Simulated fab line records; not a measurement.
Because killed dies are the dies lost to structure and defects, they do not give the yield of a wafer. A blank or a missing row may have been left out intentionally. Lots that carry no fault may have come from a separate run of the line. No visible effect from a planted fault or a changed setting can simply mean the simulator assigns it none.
fab line records	flow gf180mcu
record: lots: 13	wafers: 39	last_day: 34
route steps=602 shown DNWELL@39 M2@377 V2@405 M3@426
lots untouched by any fault: they come from a run of this same line in which no faults occurred
start_h: start of the lot's first displayed wafer, in hours after the record's first day	wait_h: how many hours have passed since the lot's step before this one	" as in the row above	L1.1+2: a single row standing in for several wafers	- no value, or no start given	* or withheld: withheld	< > ~ a bound
route shown NAME@n: a module of which the file shows steps, and the number in the route of the first	usual: average and standard deviation across the fault-free wafers	same: alike in all rows	chamber/n: place in a boat	sites: the reading at each site	_std_site: the values' standard deviation	_edge_site: mean of outer sites minus mean of inner sites	radius_mm: for every site, how far away it sits from the centre of the wafer	mask NAME#n: copy n	behind: the last tool/chamber to shape the wafer	hold: why the lot was held/for how many hours/how that ended	device: transistor that didn't switch, given as n, p or np	end of line: tests run on the same wafers once the route is complete	a step without rows: its recipe alone	killed: the dies lost at the first sort to structure and to defects; this is not the yield of the wafer	map: the dies of a wafer, with x for killed, . for not killed, _ for no die there
set.NAME: the setting the step ran with; set.NAME@STEP: the setting that earlier step ran with	model.NAME: the simulator's own value behind a step, which no gauge read
a sample of lots followed through the steps of the route, with each step as a table and each wafer as a row
services: the hour from which a tool's chamber was out of use, counted from the record's first day as start_h (under 0 if before that day), plus the number of hours and why
== steps ==
step: GF_DNWELL_IMPLANT_07
recipe: species: P	energy_kev: 1500	dose_cm2: 1e+13	tilt_deg: 0
usual: tilt_deg: -0.001/0.019
lot.wafer	tool	chamber	start_h	wait_h	tilt_deg
L163.1	implanter-02	0	43.19	-	0.004
L163.3	"	0	"	"	-0.017
L163.5	"	0	"	"	0.003
L164.2	implanter-02	0	50.02	-	-0.029
L164.4	"	0	"	"	-0.026
L164.5	"	0	"	"	-0.018
L166.1	implanter-02	0	58.23	-	0.007
L166.3	"	0	"	"	-0.035
L166.5	"	0	"	"	0.014
L168.3	implanter-01	0	68.48	-	0.009
L168.5	"	0	"	"	0.027
L168.6	"	0	"	"	-0.005
L171.2	implanter-02	0	86.01	-	-0.029
L171.5	"	0	"	"	-0.004
L171.6	"	0	"	"	-0.011
L172.3	implanter-02	0	89.09	-	0.011
L172.4	"	0	"	"	0.006
L172.6	"	0	"	"	-0.009
L173.2	implanter-01	0	95.76	-	-0.008
L173.5	"	0	"	"	0.009
L173.6	"	0	"	"	0.004
L174.2	implanter-02	0	103.97	-	0.000
L174.3	"	0	"	"	-0.004
L174.6	"	0	"	"	0.006
L177.1	implanter-01	0	116.66	-	0.027
L177.4	"	0	"	"	0.019
L177.5	"	0	"	"	-0.016
L179.2	implanter-02	0	128.92	-	-0.012
L179.3	"	0	"	"	-0.018
L179.6	"	0	"	"	0.003
L182.1	implanter-02	0	142.94	-	-0.013
L182.3	"	0	"	"	0.001
L182.6	"	0	"	"	0.002
L183.2	implanter-01	0	150.02	-	6.400
L183.4	"	0	"	"	6.352
L183.5	"	0	"	"	6.392
L186.4	implanter-01	0	163.77	-	6.409
L186.5	"	0	"	"	6.405
L186.6	"	0	"	"	6.414
step: GF_DNWELL_TW_MEAS_09
usual: DNWELL_TW: 1353/7.9
lot.wafer	tool	chamber	start_h	wait_h	DNWELL_TW
L163.1	film_metro-03	-	43.44	0.1	1355
L163.3	"	-	"	"	1360
L163.5	"	-	"	"	1360
L164.2	film_metro-04	-	50.25	0.1	1355
L164.4	"	-	"	"	1357
L164.5	"	-	"	"	1360
L166.1	film_metro-03	-	58.48	0.1	1350
L166.3	"	-	"	"	1349
L166.5	"	-	"	"	1348
L168.3	film_metro-03	-	68.70	0.1	1347
L168.5	"	-	"	"	1348
L168.6	"	-	"	"	1342
L171.2	film_metro-01	-	86.24	0.1	1332
L171.5	"	-	"	"	1332
L171.6	"	-	"	"	1340
L172.3	film_metro-03	-	89.31	0.1	1346
L172.4	"	-	"	"	1346
L172.6	"	-	"	"	1349
L173.2	film_metro-04	-	95.99	0.1	1349
L173.5	"	-	"	"	1357
L173.6	"	-	"	"	1353
L174.2	film_metro-01	-	104.20	0.1	1347
L174.3	"	-	"	"	1355
L174.6	"	-	"	"	1345
L177.1	film_metro-04	-	116.91	0.1	1345
L177.4	"	-	"	"	1344
L177.5	"	-	"	"	1349
L179.2	film_metro-01	-	129.15	0.1	1365
L179.3	"	-	"	"	1357
L179.6	"	-	"	"	1357
L182.1	film_metro-01	-	143.19	0.1	1363
L182.3	"	-	"	"	1360
L182.6	"	-	"	"	1358
L183.2	film_metro-04	-	150.25	0.1	1528
L183.4	"	-	"	"	1526
L183.5	"	-	"	"	1526
L186.4	film_metro-04	-	163.97	0.1	1527
L186.5	"	-	"	"	1527
L186.6	"	-	"	"	1531
step: GF_M2_OVL_MEAS_15
usual: M2_OVL: -1/5.6
lot.wafer	tool	chamber	start_h	wait_h	M2_OVL[nm]
L163.1	overlay-01	-	435.69	0.1	-2
L163.3	"	-	"	"	1
L163.5	"	-	"	"	0
L164.2	overlay-01	-	446.65	0.1	3
L164.4	"	-	"	"	8
L164.5	"	-	"	"	14
L166.1	overlay-02	-	459.94	0.1	-2
L166.3	"	-	"	"	0
L166.5	"	-	"	"	3
L168.3	overlay-02	-	484.51	0.1	-7
L168.5	"	-	"	"	-11
L168.6	"	-	"	"	-5
L171.2	overlay-01	-	509.79	0.1	5
L171.5	"	-	"	"	3
L171.6	"	-	"	"	0
L172.3	overlay-01	-	520.41	0.1	2
L172.4	"	-	"	"	-10
L172.6	"	-	"	"	0
L173.2	overlay-01	-	529.39	0.1	8
L173.5	"	-	"	"	5
L173.6	"	-	"	"	9
L174.2	overlay-02	-	539.36	0.1	3
L174.3	"	-	"	"	-4
L174.6	"	-	"	"	4
L177.1	overlay-01	-	560.49	0.1	2
L177.4	"	-	"	"	2
L177.5	"	-	"	"	6
L179.2	overlay-02	-	577.95	0.1	-8
L179.3	"	-	"	"	-7
L179.6	"	-	"	"	-14
L182.1	overlay-02	-	597.25	0.1	-3
L182.3	"	-	"	"	-3
L182.6	"	-	"	"	-3
L183.2	overlay-02	-	604.96	0.1	-6
L183.4	"	-	"	"	-8
L183.5	"	-	"	"	-12
L186.4	overlay-01	-	622.87	0.1	2
L186.5	"	-	"	"	2
L186.6	"	-	"	"	6
step: GF_V2_CVD_23
recipe: material: W	target_thk_nm: 350	time_s: 104.94	temp_c: 402.5	pressure_torr: 40
usual: chamber_pressure_Torr: 40.00/0.1	heater_power_w: 906/110
lot.wafer	tool	chamber	start_h	wait_h	chamber_pressure_Torr	heater_power_w
L163.1	cvd_w-02	1	462.54	0.0	39.92	752
L163.3	"	1	"	"	39.98	778
L163.5	"	0	"	"	40.03	820
L164.2	cvd_w-02	0	472.48	0.0	39.95	847
L164.4	"	0	"	"	40.03	854
L164.5	"	1	"	"	40.04	767
L166.1	cvd_w-02	1	486.32	0.0	39.99	777
L166.3	"	0	"	"	39.82	848
L166.5	"	1	"	"	39.92	778
L168.3	cvd_w-01	1	510.52	0.1	39.90	881
L168.5	"	0	"	"	39.97	1073
L168.6	"	1	"	"	39.93	884
L171.2	cvd_w-01	1	535.89	0.0	40.16	895
L171.5	"	0	"	"	40.10	1036
L171.6	"	1	"	"	40.16	908
L172.3	cvd_w-01	1	545.27	0.1	40.12	911
L172.4	"	0	"	"	40.16	1027
L172.6	"	1	"	"	39.96	885
L173.2	cvd_w-01	0	554.55	0.1	39.86	1050
L173.5	"	0	"	"	39.84	1037
L173.6	"	0	"	"	39.90	1073
L174.2	cvd_w-02	0	564.17	0.0	40.13	864
L174.3	"	1	"	"	39.98	784
L174.6	"	0	"	"	40.06	848
L177.1	cvd_w-02	1	584.57	0.0	39.89	772
L177.4	"	0	"	"	40.11	870
L177.5	"	0	"	"	40.17	829
L179.2	cvd_w-02	1	601.75	0.0	40.14	773
L179.3	"	1	"	"	40.00	754
L179.6	"	0	"	"	39.88	852
L182.1	cvd_w-01	1	620.27	0.0	40.17	908
L182.3	"	1	"	"	39.98	907
L182.6	"	1	"	"	40.05	883
L183.2	cvd_w-01	0	627.28	0.0	40.12	1029
L183.4	"	1	"	"	40.03	910
L183.5	"	1	"	"	39.88	930
L186.4	cvd_w-01	0	644.78	0.1	40.04	1048
L186.5	"	1	"	"	40.00	884
L186.6	"	0	"	"	39.86	1049
step: GF_M3_STRIP_17
recipe: chemistry: O2/N2	power_w: 1400	pressure_mtorr: 1500	platen_temp_c: 250	o2_flow_sccm: 3000	n2_flow_sccm: 300	overash_fraction: 0.5
usual: drypump_motor_current_A: 5.73/0.25	heater_power_w: 366/22	n2_flow_sccm: 299.9/1	oes_product_au: 0.538/0.0054	strip_time_to_endpoint_s: 7.39/0.04
lot.wafer	tool	chamber	start_h	wait_h	drypump_motor_current_A	heater_power_w	n2_flow_sccm	oes_product_au	rf_hours_counter_h	strip_time_to_endpoint_s
L163.1	plasma_asher-04	0	487.89	0.1	5.72	415	300.3	0.530	37	7.34
L163.3	"	1	"	"	5.59	344	300.2	0.537	-	7.35
L163.5	"	0	"	"	5.71	399	300.1	0.527	-	7.37
L164.2	plasma_asher-04	1	496.56	0.1	5.59	347	300.7	0.543	38	7.46
L164.4	"	1	"	"	5.59	359	301.1	0.538	-	7.46
L164.5	"	1	"	"	5.58	356	301.9	0.544	-	7.48
L166.1	plasma_asher-04	0	511.06	0.1	5.72	406	300.4	0.543	39	7.45
L166.3	"	0	"	"	5.70	409	300.0	0.551	-	7.44
L166.5	"	0	"	"	5.71	413	299.7	0.542	-	7.46
L168.3	plasma_asher-04	0	534.97	0.1	5.72	416	300.2	0.532	-	7.37
L168.5	"	0	"	"	5.71	402	300.6	0.537	-	7.39
L168.6	"	1	"	"	5.61	360	300.7	0.541	-	7.39
L171.2	plasma_asher-03	0	559.31	0.1	5.58	365	300.5	0.541	97	7.39
L171.5	"	1	"	"	6.07	359	299.8	0.537	-	7.37
L171.6	"	0	"	"	5.58	364	302.0	0.543	-	7.40
L172.3	plasma_asher-02	0	568.33	0.1	5.35	364	297.8	0.541	-	7.46
L172.4	"	1	"	"	6.09	334	300.8	0.544	-	7.41
L172.6	"	1	"	"	6.06	328	300.5	0.543	-	7.40
L173.2	plasma_asher-04	1	577.16	0.1	5.60	359	299.6	0.534	46	7.38
L173.5	"	0	"	"	5.69	406	299.5	0.541	-	7.41
L173.6	"	1	"	"	5.58	359	299.9	0.540	-	7.37
L174.2	plasma_asher-04	1	587.36	0.1	5.57	360	298.1	0.530	47	7.34
L174.3	"	0	"	"	5.70	404	298.9	0.540	-	7.39
L174.6	"	1	"	"	5.59	363	299.5	0.548	-	7.43
L177.1	plasma_asher-02	0	606.41	0.1	5.41	367	299.8	0.547	85	7.39
L177.4	"	1	"	"	6.08	334	298.5	0.528	-	7.40
L177.5	"	1	"	"	6.05	334	300.2	0.546	-	7.37
L179.2	plasma_asher-04	0	623.21	0.1	5.67	398	300.1	0.535	51	7.29
L179.3	"	0	"	"	5.71	405	299.8	0.534	-	7.34
L179.6	"	1	"	"	5.61	364	297.8	0.542	-	7.40
L182.1	plasma_asher-02	0	641.50	0.1	5.42	365	300.1	0.538	88	7.40
L182.3	"	0	"	"	5.40	369	299.2	0.535	-	7.40
L182.6	"	1	"	"	6.11	346	300.5	0.545	-	7.46
L183.2	plasma_asher-03	1	648.40	0.1	6.09	355	299.7	0.531	106	7.31
L183.4	"	0	"	"	5.57	364	302.1	0.538	-	7.44
L183.5	"	0	"	"	5.53	365	300.4	0.546	-	7.45
L186.4	plasma_asher-04	1	665.20	0.1	5.60	359	300.6	0.541	-	7.42
L186.5	"	1	"	"	5.60	361	300.9	0.538	-	7.45
L186.6	"	0	"	"	5.73	409	300.3	0.537	-	7.40
== services ==
tool	chamber	start_h	hours	kind
implanter-02	-	21.25	1.2	repair
implanter-02	-	25.69	6.5	pm
plasma_asher-04	-	108.52	2.8	pm
plasma_asher-04	-	111.27	9.0	pm
plasma_asher-04	-	156.15	3.7	repair
implanter-02	-	162.39	4.5	pm
implanter-02	-	232.30	3.4	repair
plasma_asher-04	-	241.35	14.6	pm
implanter-02	-	251.22	6.6	repair
implanter-02	-	274.72	1.5	repair
implanter-02	-	278.55	4.1	pm
plasma_asher-04	-	284.80	1.0	repair
implanter-02	-	361.64	1.4	repair
plasma_asher-04	-	390.33	6.0	repair
plasma_asher-04	-	419.78	1.6	repair
implanter-02	-	435.73	22.9	repair
plasma_asher-04	-	443.71	0.8	repair
plasma_asher-04	-	464.90	2.2	repair
plasma_asher-04	-	477.96	4.3	pm
implanter-02	-	539.60	1.3	repair
plasma_asher-04	-	550.89	5.8	repair
implanter-02	-	581.29	0.7	repair
implanter-02	-	617.55	3.2	repair
implanter-02	-	651.39	3.3	pm
== key ==
first_sign: step: GF_DNWELL_IMPLANT_07	reading: tilt_deg	direction: up	sigmas: 99+	usual: -0.001	struck: 6.395
effect: step: GF_DNWELL_TW_MEAS_09	reading: DNWELL_TW	direction: up	sigmas: 22	usual: 1353	struck: 1528
met_at GF_DNWELL_IMPLANT_07
struck_lots L183,L186
tester_left_out L183,L186
not_acting_at GF_M2_OVL_MEAS_15,GF_V2_CVD_23,GF_M3_STRIP_17
onset_between 116.66 150.02
fault: kind: process_parameter_drift	tool: implanter-01	chamber: -	onset_h: 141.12	steps: GF_DNWELL_IMPLANT_07	channel: tilt_deg	offset: 6.3757	shape: step	end_h: 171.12	acts_in: these_recipes_only	stated: 0
tester_left_out: of these lots the tester's yield and bins aren't shown, on N5 and GAA mostly nor the transistor test; their killed dies are dies lost to structure and defects alone, not to doping, threshold or leakage, so they don't give the yield
